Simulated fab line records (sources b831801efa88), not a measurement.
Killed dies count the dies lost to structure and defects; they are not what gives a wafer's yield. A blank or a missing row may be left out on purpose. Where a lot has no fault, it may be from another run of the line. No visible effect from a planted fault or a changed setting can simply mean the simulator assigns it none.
Which tool was responsible? + flow sfq_line + 14 lots with 42 wafers sampled at 5 steps, on a route of 325 steps

== WHAT THE GAUGES SHOWED, per wafer ==
SFQ_M3_RS_MEAS_919: measures by four-point-probe.
| lot  | measured     | on            | M3_NB_RS (ohm/sq)                   |
|------|--------------|---------------|-------------------------------------|
| L136 | day 29 08:07 | film_metro-03 | 0.899 0.901 0.899                   |
| L137 | day 31 13:20 | film_metro-04 | 0.892 0.872 0.883                   |
| L141 | day 38 16:36 | film_metro-04 | 0.888 0.881 0.887                   |
| L146 | day 40 14:57 | film_metro-03 | 0.660 0.885 0.660 0.662 0.885 0.660 |
| L148 | day 41 12:28 | film_metro-02 | 0.908 0.875 0.661 0.905 0.875 0.661 |
| L149 | day 41 18:28 | film_metro-02 | 0.875 0.877 0.883                   |
| L150 | day 42 10:06 | film_metro-02 | 0.878 0.875 0.883                   |
| L153 | day 44 12:28 | film_metro-02 | 0.874 0.880 0.879                   |
| L154 | day 45 02:57 | film_metro-02 | 0.881 0.884 0.880                   |
| L155 | day 46 04:04 | film_metro-02 | 0.888 0.903 0.895                   |
| L156 | day 46 08:52 | film_metro-02 | 0.881 0.877 0.876                   |
| L157 | day 46 13:06 | film_metro-03 | 0.898 0.901 0.896                   |
| L158 | day 46 14:53 | film_metro-04 | 0.880 0.887 0.888                   |
| L159 | day 46 16:40 | film_metro-03 | 0.874 0.869 0.884                   |

SFQ_I4_BOW_MEAS_927.
| lot  | measured     | on            | I4_BOW (um) |
|------|--------------|---------------|-------------|
| L136 | day 47 19:07 | film_metro-03 | 4 -2 -2     |
| L137 | day 49 09:07 | film_metro-04 | 16 22 11    |
| L141 | day 51 16:09 | film_metro-04 | 15 11 14    |
| L146 | day 53 06:14 | film_metro-04 | 7 10 8      |
| L148 | day 53 22:25 | film_metro-01 | 3 -10 -10   |
| L149 | day 54 11:01 | film_metro-04 | 24 5 4      |
| L150 | day 54 17:04 | film_metro-04 | 26 22 9     |
| L153 | day 55 20:01 | film_metro-03 | -4 -9 16    |
| L154 | day 57 19:25 | film_metro-03 | 9 -4 7      |
| L155 | day 58 17:12 | film_metro-03 | 25 30 16    |
| L156 | day 58 23:12 | film_metro-01 | 2 7 7       |
| L157 | day 59 02:26 | film_metro-04 | -14 0 3     |
| L158 | day 59 05:25 | film_metro-01 | 4 -7 -10    |
| L159 | day 59 11:12 | film_metro-04 | 10 11 6     |

== EACH LOT AND THE TOOL THAT RAN IT (in order: tool; ch and the chambers of the sampled wafers; start) ==
| lot  | SFQ_TRILAYER_M1_STRIP_STRIP_043   | SFQ_TRILAYER_M3_DEP_SPUTTER_073 | SFQ_TRILAYER_M3_ETCH_METAL_ETCH_078 |
|------|-----------------------------------|---------------------------------|-------------------------------------|
| L136 | rie_metal-03 ch 0, day 22 01:33   | pvd_sputter-03, day 29 08:02    | rie_metal-03 ch 0,1, day 35 20:46   |
| L137 | rie_metal-04 ch 0,1, day 23 16:05 | pvd_sputter-04, day 31 13:15    | rie_metal-02 ch 0,1, day 36 22:37   |
| L141 | rie_metal-02 ch 0,1, day 25 13:17 | pvd_sputter-03, day 38 16:31    | rie_metal-02 ch 0,1, day 38 19:08   |
| L146 | rie_metal-03 ch 0,1, day 27 11:00 | pvd_sputter-06, day 40 14:50    | rie_metal-03 ch 0,1, day 41 03:17   |
| L148 | rie_metal-04 ch 0,1, day 28 06:12 | pvd_sputter-06, day 41 12:22    | rie_metal-02 ch 0,1, day 41 22:16   |
| L149 | rie_metal-04 ch 0,1, day 28 14:36 | pvd_sputter-04, day 41 18:22    | rie_metal-04 ch 0,1, day 41 20:59   |
| L150 | rie_metal-03 ch 0,1, day 29 08:48 | pvd_sputter-04, day 42 09:58    | rie_metal-02 ch 0, day 42 12:44     |
| L153 | rie_metal-04 ch 0,1, day 31 10:03 | pvd_sputter-04, day 44 12:23    | rie_metal-02 ch 0,1, day 44 15:55   |
| L154 | rie_metal-03 ch 0,1, day 31 19:39 | pvd_sputter-03, day 45 02:52    | rie_metal-04 ch 0,1, day 50 21:08   |
| L155 | rie_metal-02 ch 0, day 32 11:22   | pvd_sputter-06, day 46 03:58    | rie_metal-02 ch 0,1, day 51 23:34   |
| L156 | rie_metal-02 ch 0,1, day 32 16:10 | pvd_sputter-04, day 46 08:46    | rie_metal-03 ch 0,1, day 52 03:10   |
| L157 | rie_metal-02 ch 0,1, day 33 01:58 | pvd_sputter-06, day 46 12:58    | rie_metal-02 ch 0,1, day 52 06:49   |
| L158 | rie_metal-02 ch 0,1, day 33 06:34 | pvd_sputter-03, day 46 14:46    | rie_metal-02 ch 0,1, day 52 09:10   |
| L159 | rie_metal-04 ch 0,1, day 33 12:34 | pvd_sputter-04, day 46 16:34    | rie_metal-04 ch 0,1, day 52 11:34   |
- SFQ_TRILAYER_M1_STRIP_STRIP_043: strips in O2.
- SFQ_TRILAYER_M3_DEP_SPUTTER_073: material Nb, target thk 200 nm, time 133.3 s.
- SFQ_TRILAYER_M3_ETCH_METAL_ETCH_078: etches Nb in Cl2/Ar, stops on SiO2, target depth 240 nm, time 120 s.

== WHAT THE TOOLS THEMSELVES READ (means of the sampled wafers that have a number; where no wafer has one, the mark that the record gives instead) ==
SFQ_TRILAYER_M1_STRIP_STRIP_043.
| lot  | tool         | drypump_motor_current_A (A) | oes_product_au (a.u.) |
|------|--------------|-----------------------------|-----------------------|
| L136 | rie_metal-03 | 5.01                        | 1.007                 |
| L137 | rie_metal-04 | 5.39                        | 1.009                 |
| L141 | rie_metal-02 | 5.73                        | 0.985                 |
| L146 | rie_metal-03 | 5.46                        | 1.005                 |
| L148 | rie_metal-04 | 5.30                        | 1.012                 |
| L149 | rie_metal-04 | 5.40                        | 1.004                 |
| L150 | rie_metal-03 | 5.23                        | 1.009                 |
| L153 | rie_metal-04 | 5.41                        | 1.012                 |
| L154 | rie_metal-03 | 5.23                        | 1.002                 |
| L155 | rie_metal-02 | 5.64                        | 0.998                 |
| L156 | rie_metal-02 | 5.71                        | 1.000                 |
| L157 | rie_metal-02 | 5.73                        | 0.992                 |
| L158 | rie_metal-02 | 5.80                        | 0.987                 |
| L159 | rie_metal-04 | 5.30                        | 1.018                 |

SFQ_TRILAYER_M3_DEP_SPUTTER_073.
| lot  | tool           | throttle_valve_pct (%) |
|------|----------------|------------------------|
| L136 | pvd_sputter-03 | 28.6                   |
| L137 | pvd_sputter-04 | 30.0                   |
| L141 | pvd_sputter-03 | 28.6                   |
| L146 | pvd_sputter-06 | 30.2                   |
| L148 | pvd_sputter-06 | 30.2                   |
| L149 | pvd_sputter-04 | 28.8                   |
| L150 | pvd_sputter-04 | 30.1                   |
| L153 | pvd_sputter-04 | 27.9                   |
| L154 | pvd_sputter-03 | 29.8                   |
| L155 | pvd_sputter-06 | 30.1                   |
| L156 | pvd_sputter-04 | 29.1                   |
| L157 | pvd_sputter-06 | 30.3                   |
| L158 | pvd_sputter-03 | 29.0                   |
| L159 | pvd_sputter-04 | 30.1                   |

SFQ_TRILAYER_M3_ETCH_METAL_ETCH_078.
| lot  | tool         | drypump_motor_current_A (A) | oes_product_au (a.u.) |
|------|--------------|-----------------------------|-----------------------|
| L136 | rie_metal-03 | 5.24                        | 0.887                 |
| L137 | rie_metal-02 | 5.81                        | 0.897                 |
| L141 | rie_metal-02 | 5.81                        | 0.896                 |
| L146 | rie_metal-03 | 5.23                        | 0.962                 |
| L148 | rie_metal-02 | 5.80                        | 0.926                 |
| L149 | rie_metal-04 | 5.28                        | 0.905                 |
| L150 | rie_metal-02 | 5.63                        | 0.901                 |
| L153 | rie_metal-02 | 5.80                        | 0.897                 |
| L154 | rie_metal-04 | 5.32                        | 0.899                 |
| L155 | rie_metal-02 | 5.82                        | 0.892                 |
| L156 | rie_metal-03 | 5.22                        | 0.899                 |
| L157 | rie_metal-02 | 5.73                        | 0.894                 |
| L158 | rie_metal-02 | 5.73                        | 0.897                 |
| L159 | rie_metal-04 | 5.28                        | 0.908                 |

== THE ANSWER, worked out from the rows above alone ==
Rule: the lots themselves supply what counts as usual. Put in order of their means at a reading, lots are off if they are a third of the lots or fewer, leave a main group of 4 or more, and stand apart from it by a gap of 3 or more times the standard deviation of the main group's means; of several such gaps the widest counts. If all means in a main group match to the digits the tables above print for the reading, that group is not used. Also off: a lot with no number at a reading for which 4 or more lots have one. Any other lot the step has rows for is counted as sound. Order of review: gauges by route order, followed by the tools' own readings, for which a lot's mean as printed above is used. The first step at which some lot is off is used, and at that step the reading that is off furthest; a lot without a number counts as furthest.
Off: at SFQ_M3_RS_MEAS_919 (M3_NB_RS), L146, L148. For the main group the mean is 0.885 ohm/sq and the standard deviation 0.0081.
If a tool, at a process step before that reading, ran all the lots that are off and no sound lot after the first of them, it fits. The gauges at SFQ_M3_RS_MEAS_919 are tried like those tools. Not one of the candidates tried fits.

== WHAT THE SIMULATOR HAD INSERTED ==
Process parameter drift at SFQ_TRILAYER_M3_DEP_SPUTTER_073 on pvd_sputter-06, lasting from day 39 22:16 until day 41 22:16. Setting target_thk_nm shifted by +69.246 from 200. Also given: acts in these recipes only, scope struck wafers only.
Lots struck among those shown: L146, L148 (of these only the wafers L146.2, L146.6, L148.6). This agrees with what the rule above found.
